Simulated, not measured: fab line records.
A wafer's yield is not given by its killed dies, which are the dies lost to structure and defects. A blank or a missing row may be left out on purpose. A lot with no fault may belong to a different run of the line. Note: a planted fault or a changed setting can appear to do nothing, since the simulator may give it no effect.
fab line records	flow gf180mcu
record lots=6	wafers=18	last-day=34
route steps=602 shown MIM@524 M5@526 PASSIVATION@602
lots with no fault: from the same line, run without faults
start-h: start of the lot's first displayed wafer, in hours after the record's first day	wait-h: time in hours since the lot's previous step	" same as the row above	L1.1+2: several wafers, shown together as one row	- value missing, or start not given	* or withheld: withheld	< > ~ a bound
route shown NAME@n: NAME is a module with steps in the file, n the number in the route of the first one	usual: the fault-free wafers' mean and standard deviation	same: alike in all rows	chamber/n: place in a boat	sites: per-site readings	_std_site: their standard deviation	_edge_site: the outer-site mean with the inner-site mean subtracted	radius-mm: how far each site lies from the wafer's centre	mask NAME#n: copy n	behind: the most recent tool/chamber to have shaped the wafer	hold: cause of the lot's hold/its duration in hours/its outcome	device: transistor that didn't switch, given as n, p or np	end of line: tests run on the same wafers once the route is complete	a step given without rows: its recipe and nothing more	killed: not the wafer's yield, but the dies lost to structure and defects at the first sort	map: dies across one wafer; x = killed, . = not, _ = none there
set.NAME: the setting the step ran with; set.NAME@STEP: the setting that earlier step ran with	model.NAME: the simulator's own value behind a step, which no gauge read
lots at selected steps of the route; one table per step, one row per wafer
services: a tool's chamber out of use, with start hour (start-h, from the record's first day; less than 0 if before it), hours out, and reason
## steps
# step GF_MIM_STRIP_21
# recipe chemistry=post-etch-residue-remover	time-s=1200	temp-c=72.5
# step GF_MIM_CLEAN_22
# recipe chemistry=DIW	dry=n2-spin
# step GF_M5_DEHYDRATE_00
# recipe temp-c=200	time-s=60
# step GF_M5_HMDS_01
# recipe prime-time-s=60	prime-temp-c=120
# step GF_M5_COAT_02
# recipe resist=KrF	spin-rpm=withheld	resist-thk-nm=1000
# step GF_M5_SOFTBAKE_03
# recipe temp-c=130	time-s=60	resist=KrF
# step GF_M5_EXPOSE_04
# recipe mask-id=Metal5	target-cd-nm=280	na=0.68	source-shape=conventional	sigma-outer=0.6	dose-mj=28
# step GF_M5_PEB_05
# recipe peb-temp-c=135	peb-time-s=90	resist=KrF
# step GF_M5_DEVELOP_06
# recipe develop-time-s=60	dev-temp-c=21
# step GF_M5_CD_MEAS_07
# recipe target-cd-nm=280
# usual cd-nm=279.6/0.97
lot.wafer	tool	chamber	start-h	wait-h	cd-nm
L157.2	cd-sem-01	-	621.29	0.1	279.8
L157.3	"	-	"	"	280.0
L157.6	"	-	"	"	280.2
L158.2	cd-sem-02	-	627.89	0.1	278.9
L158.5	"	-	"	"	279.5
L158.6	"	-	"	"	277.9
L161.4	cd-sem-01	-	650.90	0.1	279.0
L161.5	"	-	"	"	281.4
L161.6	"	-	"	"	280.3
L163.2	cd-sem-01	-	668.21	0.1	280.2
L163.4	"	-	"	"	281.1
L163.5	"	-	"	"	279.5
L174.2	cd-sem-01	-	745.36	0.1	279.3
L174.4	"	-	"	"	279.6
L174.6	"	-	"	"	281.0
L177.1	cd-sem-01	-	757.59	0.1	277.2
L177.2	"	-	"	"	280.0
L177.3	"	-	"	"	278.5
# step GF_M5_OVL_MEAS_08
# usual M5_OVL=3/5.8
lot.wafer	tool	chamber	start-h	wait-h	M5_OVL[nm]
L157.2	overlay-02	-	621.39	0.1	9
L157.3	"	-	"	"	10
L157.6	"	-	"	"	6
L158.2	overlay-01	-	627.99	0.1	-9
L158.5	"	-	"	"	-3
L158.6	"	-	"	"	-8
L161.4	overlay-01	-	650.98	0.1	-1
L161.5	"	-	"	"	-1
L161.6	"	-	"	"	4
L163.2	overlay-01	-	668.31	0.1	-3
L163.4	"	-	"	"	0
L163.5	"	-	"	"	-1
L174.2	overlay-01	-	745.46	0.1	-1
L174.4	"	-	"	"	3
L174.6	"	-	"	"	-2
L177.1	overlay-02	-	757.71	0.1	8
L177.2	"	-	"	"	13
L177.3	"	-	"	"	4
# step GF_M5_ETCH_09
# recipe chemistry=CF4/O2	target=Si3N4	target-depth-nm=52	source-w=800	bias-w=150	pressure-mtorr=150	cf4-flow-sccm=80	O2_flow_sccm=10	time-s=11.6
# usual drypump-motor-current-A=5.7/0.54	oes-product-au=1.003/0.009	rf-fwd-power-W=785/3.7	throttle-valve-pct=5.971/0.0097
lot.wafer	tool	chamber	start-h	wait-h	drypump-motor-current-A	oes-product-au	rf-fwd-power-W	rf-hours-counter-h	throttle-valve-pct
L157.2	rie-diel-04	2	621.42	0.0	5.5	0.996	790	22	5.972
L157.3	"	1	"	"	5.5	1.001	787	2	5.972
L157.6	"	3	"	"	5.5	1.001	789	-	5.986
L158.2	rie-diel-01	0	628.02	0.0	4.9	1.007	779	7	5.967
L158.5	"	0	"	"	4.9	0.990	777	-	5.978
L158.6	"	1	"	"	6.1	1.011	785	-	5.975
L161.4	rie-diel-04	0	650.99	0.0	6.7	1.003	780	15	5.973
L161.5	"	3	"	"	5.5	1.005	789	-	5.970
L161.6	"	0	"	"	6.7	1.004	779	-	5.968
L163.2	rie-diel-04	3	668.34	0.0	5.5	1.004	792	23	5.979
L163.4	"	1	"	"	5.5	1.003	788	4	5.964
L163.5	"	1	"	"	5.5	0.996	787	-	5.977
L174.2	rie-diel-04	1	745.49	0.0	5.5	0.998	787	6	5.974
L174.4	"	3	"	"	5.5	0.991	790	26	5.969
L174.6	"	2	"	"	5.5	1.010	787	-	5.966
L177.1	rie-diel-01	0	757.74	0.0	4.9	0.997	783	14	5.971
L177.2	"	3	"	"	6.4	0.995	779	29	5.968
L177.3	"	1	"	"	6.1	1.010	782	5	5.979
# step GF_M5_METAL_ETCH_10
# recipe chemistry=Cl2/BCl3	mask-material=KrF	target-depth-nm=627.5	stop-on=SiO2	pressure-mtorr=8	icp-w=800	bias-w=140	Cl2_flow_sccm=80	bcl3-flow-sccm=40	time-s=104.6
# usual drypump-motor-current-A=5.5/0.35	oes-product-au=0.972/0.0068	rf-fwd-power-W=795.7/2.6	throttle-valve-pct=28.250/0.0099
lot.wafer	tool	chamber	start-h	wait-h	drypump-motor-current-A	oes-product-au	rf-fwd-power-W	rf-hours-counter-h	throttle-valve-pct	model.M5.feature-depth-nm	model.etch.depth-nm	model.KrF_of_M5_COAT_02.thk-nm
L157.2	rie-metal-03	0	621.45	0.0	5.3	0.963	799.5	2	28.257	600.5	600.5	696.2
L157.3	"	1	"	"	5.9	0.981	796.5	-	28.252	606.7	606.7	697.6
L157.6	"	1	"	"	5.9	0.980	792.5	-	28.241	605.6	605.6	696.1
L158.2	rie-metal-01	1	628.05	0.0	5.5	0.968	796.4	9	28.236	598.5	598.5	693.2
L158.5	"	0	"	"	5.3	0.975	795.7	-	28.236	600.7	600.7	696
L158.6	"	1	"	"	5.5	0.971	791.4	-	28.243	598.3	598.3	692.2
L161.4	rie-metal-01	0	651.05	0.0	5.3	0.969	799.7	-	28.237	609.7	609.7	697
L161.5	"	0	"	"	5.3	0.911	798.8	-	28.330	540.5	540.5	736.2
L161.6	"	1	"	"	5.5	0.969	795.3	-	28.237	608.4	608.4	700.3
L163.2	rie-metal-01	0	668.37	0.0	5.3	0.917	796.8	4	28.327	537.4	537.4	739.7
L163.4	"	1	"	"	5.5	0.971	795.2	-	28.251	602.2	602.2	702.2
L163.5	"	1	"	"	5.5	0.913	795.0	-	28.319	547.1	547.1	735.8
L174.2	rie-metal-01	0	745.52	0.0	5.3	0.973	802.4	7	28.249	606.1	606.1	688.6
L174.4	"	1	"	"	5.5	0.967	791.9	-	28.252	600.9	600.9	685.8
L174.6	"	0	"	"	5.3	0.979	798.1	-	28.262	605.1	605.1	695.7
L177.1	rie-metal-04	0	757.77	0.0	6.3	0.969	794.7	2	28.249	597.1	597.1	694
L177.2	"	1	"	"	5.3	0.967	792.9	6	28.246	603.6	603.6	707.7
L177.3	"	1	"	"	5.3	0.976	793.2	-	28.236	605.8	605.8	705
# step GF_M5_STRIP_11
# recipe chemistry=O2/N2	power-w=1400	pressure-mtorr=1500	platen-temp-c=250	o2-flow-sccm=3000	n2-flow-sccm=300	overash-fraction=0.5
# usual drypump-motor-current-A=5.9/0.53	heater-power-w=333/25	o2-flow-sccm=2999/7.9	oes-product-au=0.544/0.0048	platen-temp-c=249.97/0.18	strip-time-to-endpoint-s=7.53/0.046
# same overash-fraction=0.5
lot.wafer	tool	chamber	start-h	wait-h	drypump-motor-current-A	heater-power-w	o2-flow-sccm	oes-product-au	platen-temp-c	rf-hours-counter-h	strip-time-to-endpoint-s
L157.2	plasma-asher-02	1	621.56	0.1	5.9	319	2991	0.541	249.77	53	7.48
L157.3	"	0	"	"	6.1	355	2998	0.540	250.44	-	7.52
L157.6	"	0	"	"	6.2	355	3000	0.542	249.94	-	7.52
L158.2	plasma-asher-04	1	628.16	0.1	5.4	349	3003	0.536	249.92	21	7.49
L158.5	"	1	"	"	5.4	346	2984	0.541	250.06	-	7.50
L158.6	"	0	"	"	6.7	296	3001	0.538	250.08	-	7.46
L161.4	plasma-asher-04	1	651.16	0.1	5.4	351	3011	0.537	250.02	-	7.50
L161.5	"	1	"	"	5.4	344	2991	0.559	250.10	-	7.90
L161.6	"	0	"	"	6.6	289	3004	0.541	249.98	-	7.54
L163.2	plasma-asher-04	1	668.48	0.1	5.4	357	2984	0.564	250.06	25	7.93
L163.4	"	0	"	"	6.7	289	3002	0.550	250.21	-	7.56
L163.5	"	0	"	"	6.7	293	2995	0.556	249.81	-	7.88
L174.2	plasma-asher-02	0	745.63	0.1	6.2	353	3000	0.541	249.68	67	7.43
L174.4	"	1	"	"	5.9	319	3001	0.540	249.80	-	7.39
L174.6	"	0	"	"	6.2	356	2996	0.545	249.87	-	7.50
L177.1	plasma-asher-01	0	757.88	0.1	4.9	358	3001	0.535	250.13	96	7.49
L177.2	"	1	"	"	5.8	333	2998	0.550	249.93	96	7.60
L177.3	"	1	"	"	5.8	337	2996	0.539	250.26	-	7.57
# step GF_M5_STRIP_12
# recipe chemistry=post-etch-residue-remover	time-s=1200	temp-c=72.5
# step GF_PASSIVATION_PROBE_99
lot.wafer	tool	chamber	start-h	wait-h	model.etest.via3-chain.short	model.etest.pmos_6p0.over-limit	model.etest.met3-comb.over-limit	model.etest.nmos_6p0.over-limit	model.etest.field-p.short	model.etest.pldd_6p0.short	model.etest.met1.short	model.etest.met3.short
L157.2+3+6	prober-02	-	686.85	0.1	0	0	0	0	0	0	0	0
L158.2+5+6	prober-01	-	693.04	0.1	0	0	0	0	0	0	0	0
L161.4+6	prober-02	-	713.56	0.2	0	0	0	0	0	0	0	0
L161.5	prober-02	-	713.61	0.2	1	1	1	1	1	1	1	1
L163.2+5	prober-02	-	729.90	0.1	1	1	1	1	1	1	1	1
L163.4	prober-02	-	730.00	0.2	0	0	0	0	0	0	0	0
L174.2+4+6	prober-01	-	798.84	0.1	0	0	0	0	0	0	0	0
L177.1+2+3	prober-01	-	810.04	0.1	0	0	0	0	0	0	0	0
# killed by level:class
L157.2 CONTACT:geometric-particle:open=7 SALICIDE:geometric-particle:open=4 V2:geometric-particle:short=4 SAB:geometric-particle:short=3 V1:geometric-particle:open=3 V5:geometric-particle:open=3 STI:geometric-particle:open=2 M1:geometric-particle:short=2
L157.3 V1:geometric-particle:open=6 V5:geometric-particle:open=5 CONTACT:geometric-particle:open=4 V4:geometric-particle:open=4 V5:geometric-particle:short=3 M3:geometric-particle:short=2 POLY_GATE:geometric-particle:short=2 V2:geometric-particle:open=2
L157.6 CONTACT:geometric-particle:open=6 M2:geometric-particle:short=4 V4:geometric-particle:short=4 V4:geometric-particle:open=3 V2:geometric-particle:short=3 V2:geometric-particle:open=3 V3:geometric-particle:open=3 V5:geometric-particle:open=3
L158.2 STI:geometric-particle:open=7 M1:geometric-particle:short=5 V2:geometric-particle:open=5 POLY_GATE:geometric-particle:short=4 V1:geometric-particle:open=4 V3:geometric-particle:short=4 V4:geometric-particle:open=4 STI:geometric-particle:short=3
L158.5 V4:geometric-particle:open=8 V3:geometric-particle:open=7 V2:geometric-particle:open=6 V1:geometric-particle:open=5 V5:geometric-particle:open=4 M1:geometric-particle:short=2 M3:geometric-particle:short=2 V4:geometric-particle:short=2
L158.6 CONTACT:geometric-particle:open=5 V4:geometric-particle:open=5 V5:geometric-particle:short=5 V2:geometric-particle:open=4 STI:geometric-particle:short=3 V1:geometric-particle:open=3 V3:geometric-particle:open=3 STI:geometric-particle:open=2
L174.2 CONTACT:geometric-particle:open=7 V3:geometric-particle:open=6 M2:geometric-particle:short=3 V2:geometric-particle:short=3 V3:geometric-particle:short=3 V1:geometric-particle:open=2 V5:geometric-particle:open=2 V5:geometric-particle:short=2
L174.4 CONTACT:geometric-particle:open=3 V1:geometric-particle:open=3 V4:geometric-particle:open=3 V3:geometric-particle:open=3 STI:geometric-particle:open=2 STI:geometric-particle:short=2 M2:geometric-particle:short=2 M5:geometric-particle:short=2
L174.6 CONTACT:geometric-particle:open=9 V1:geometric-particle:open=5 V5:geometric-particle:open=5 STI:geometric-particle:open=4 V3:geometric-particle:short=4 V3:geometric-particle:open=4 V2:geometric-particle:short=3 M3:geometric-particle:short=3
L177.1 V2:geometric-particle:open=7 V1:geometric-particle:short=6 V4:geometric-particle:open=6 V1:geometric-particle:open=4 V3:geometric-particle:open=4 V4:geometric-particle:short=4 V5:geometric-particle:short=4 V5:geometric-particle:open=4
L177.2 V3:geometric-particle:open=6 CONTACT:geometric-particle:short=4 V3:geometric-particle:short=4 V5:geometric-particle:open=4 V1:geometric-particle:short=3 V1:geometric-particle:open=3 V2:geometric-particle:open=3 V4:geometric-particle:open=3
L177.3 CONTACT:geometric-particle:open=9 V4:geometric-particle:open=9 V1:geometric-particle:open=8 V2:geometric-particle:open=4 STI:geometric-particle:short=3 M1:geometric-particle:short=3 M2:geometric-particle:open=3 V3:geometric-particle:short=3
## services
tool	chamber	start-h	hours	kind
rie-diel-01	1	604.88	7.9	repair
plasma-asher-02	-	609.34	7.0	repair
rie-diel-01	1	638.23	-	clean
rie-diel-01	1	638.23	22.0	scheduled-down
rie-diel-01	1	638.23	22.0	vent-cycle
rie-diel-01	3	638.48	15.9	repair
rie-diel-01	2	647.55	51.9	repair
rie-metal-01	-	669.90	2.8	pm
rie-metal-04	0	680.61	-	clean
rie-metal-04	0	680.61	20.0	scheduled-down
rie-metal-04	0	680.61	20.0	vent-cycle
rie-diel-04	2	710.91	5.3	repair
rie-diel-01	2	730.93	3.1	repair
rie-diel-04	1	735.08	9.0	repair
rie-diel-04	0	752.39	2.3	repair
plasma-asher-04	-	753.52	5.2	repair
## key
first-sign step=GF_M5_METAL_ETCH_10	reading=oes-product-au	direction=down	sigmas=8.6	usual=0.972	struck=0.913
effect step=GF_M5_METAL_ETCH_10	reading=throttle-valve-pct	direction=up	sigmas=7.6	usual=28.250	struck=28.325
effect step=GF_M5_STRIP_11	reading=strip-time-to-endpoint-s	direction=up	sigmas=8.2	usual=*	struck=*
model-effect step=GF_M5_METAL_ETCH_10	value=M5.feature-depth-nm	without=604.5	struck=541.7
model-effect step=GF_PASSIVATION_PROBE_99	value=etest.via3-chain.short	without=0	struck=1
met-at GF_M5_METAL_ETCH_10
struck-wafers L161.5,L163.2,L163.5
sort-left-out L161.5,L163.2,L163.5
onset-between 628.05 651.05
fault kind=process-parameter-drift	tool=rie-metal-01	chamber=-	onset-h=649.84	steps=GF_M5_METAL_ETCH_10	channel=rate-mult	offset=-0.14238	shape=step	end-h=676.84	scope=struck-wafers-only
# sort-left-out: the simulated sort isn't trusted on such a fault, so these wafers' sort isn't shown, and their yield isn't known
